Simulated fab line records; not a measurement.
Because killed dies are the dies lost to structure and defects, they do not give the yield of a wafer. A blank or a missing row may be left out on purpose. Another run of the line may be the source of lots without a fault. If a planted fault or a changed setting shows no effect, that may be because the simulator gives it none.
2 desks, one fault	flow sky130	what lay behind the numbers comes last; until then each desk has only its own

## THE TOOL OWNER'S DESK: furnace-02
The tool's own readings at SKY_FIELD_ISO_OXIDATION_01 (stabilise 600 s, purge 300 s, target thk 12 nm): means of the sampled wafers that have a number, for each lot that ran on this tool. A lot is out of limits, marked OUT, if its mean lies more than 4 standard deviations from the usual mean; the brackets give that distance.
Columns: A = zone_power_top_pct at SKY_FIELD_ISO_OXIDATION_01, usual 32.4 %; B = zone_power_upper_pct at SKY_FIELD_ISO_OXIDATION_01, usual 17.1 %
lot	first seen here	A	B
L164	day 1 20:39	32.2	17.9
L166	day 2 06:50	32.7	17.7
L167	day 2 13:48	32.0	17.8
L168	day 2 20:52	32.5	17.9
L169	day 3 00:58	32.6	18.0
L175	day 4 05:03	32.3	17.7
L177	day 4 13:40	32.5	18.1
L178	day 4 19:37	32.6	17.8
Finding of this desk: none of the 8 lots has anything out of limits.

## THE METROLOGY DESK
What the gauges read for every lot (on any tool): the sampled wafers with a number, averaged. A lot is out of limits, marked OUT, if its mean lies more than 4 standard deviations from the usual mean; the brackets give that distance.
Columns: A = METAL5_ALCU_THK at SKY_METAL5_THK_MEAS_06, usual 1152 nm
lot	first seen here	A
L164	day 43 10:46	1155
L163	day 43 18:10	1167
L165	day 43 19:20	1152
L166	day 43 20:42	1149
L167	day 44 08:24	1135
L168	day 44 17:40	1145
L169	day 45 00:59	1132
L175	day 46 13:34	1165
L174	day 46 14:08	1150
L176	day 46 21:04	1142
L177	day 46 23:19	1139
L178	day 47 07:02	1161
L179	day 47 19:13	1168
Finding of this desk: none of the 13 lots has anything out of limits.

## BROUGHT TOGETHER
The desk of the tool owner found nothing out of limits.
From the metrology desk's view, nothing was out of limits.

## WHAT THE SIMULATOR PUT IN
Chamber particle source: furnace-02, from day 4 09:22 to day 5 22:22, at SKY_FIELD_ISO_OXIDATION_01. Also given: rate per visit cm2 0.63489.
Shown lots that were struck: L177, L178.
